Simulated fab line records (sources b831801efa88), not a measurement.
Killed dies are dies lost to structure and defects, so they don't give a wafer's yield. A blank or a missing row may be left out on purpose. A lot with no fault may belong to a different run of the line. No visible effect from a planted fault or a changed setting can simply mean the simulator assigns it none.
Code-filled problem report in 8D (eight disciplines) form :: flow sky130 :: the parts of the form that need people (team, actions taken, sign-off) are left out

## 1. THE PROBLEM
beamEnergyKeV at SKY_PWDE_IMPLANT_08 reads a mean of 175.90 on 6 wafers of 2 lots; wafers without a fault read 150.01 with a standard deviation of 0.043. That is +99 or more standard deviations from the usual mean.
Seen first at day 6 11:16 on implanter-01, wafer L495.2. The record holds 18 wafers of 6 lots with a number at this step. Rule for "out", or "out of limits": more than 4 standard deviations from the usual mean. The rest of the wafers with a number are treated as sound.

## 2. WHAT IT IS; WHAT IT IS NOT
question: which readings at this step
is: beamEnergyKeV
is not: doseIonsCm2

question: which lots
is: L495, L496
is not: L487, L494, L498, L505

question: which wafers of those lots
is: all that have a number
is not: -

question: read on which tools
is: implanter-01
is not: implanter-03, implanter-04

question: when
is: from day 6 11:16
is not: up to then (6 sound wafers); but 6 sound wafers of L498, L505 came after

## 3. WHAT RULES OUT EACH SUSPECT
Counting: a tool at a process step up to the reading stays a suspect if it ran every lot that is out and no sound lot after the first of them.
- plasmaAsher-03 at SKY_DNWELL_STRIP_08 (strips in O2/N2): ruled out as a lasting fault. The sound lots L505 went through it after L495, its earliest lot that is out (day 5 16:04).
- implanter-01 at SKY_PWDE_IMPLANT_08: kept. Every lot that is out went through it, starting with L495 (day 6 11:16), and after that it ran no sound lot; the last sound lot it ran before then is L494 (day 6 03:08). On those wafers its own readings are out: beamEnergyKeV.
After counting, what remains is implanter-01 at SKY_PWDE_IMPLANT_08.

## 4. THE CAUSE (what the simulator had put in)
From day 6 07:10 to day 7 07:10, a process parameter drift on implanter-01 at SKY_PWDE_IMPLANT_08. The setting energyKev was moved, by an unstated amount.
Counting left only this tool.

## 5. THE EFFECT CHAIN, in route order
Each row: a reading whose mean over the struck wafers that have a number lies more than 3 standard deviations from the usual. Only readings for which the record gives a usual standard deviation are gone through. hours: the time from each lot's start at the first step in this table that gives one to its start at this step, as a median over the lots. sigmas: the change in usual standard deviations.
hours: 0
step: SKY_PWDE_IMPLANT_08
reading: beamEnergyKeV
usual: 150.01
on struck wafers: 175.90
change: +25.89
sigmas: +99 or more
Here are the process steps it includes:
- SKY_PWDE_IMPLANT_08

## 6. WHAT WOULD HAVE CAUGHT IT SOONER
The fault began at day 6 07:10; the first out-of-limits reading in this record came at day 6 11:16, 4 hours later.
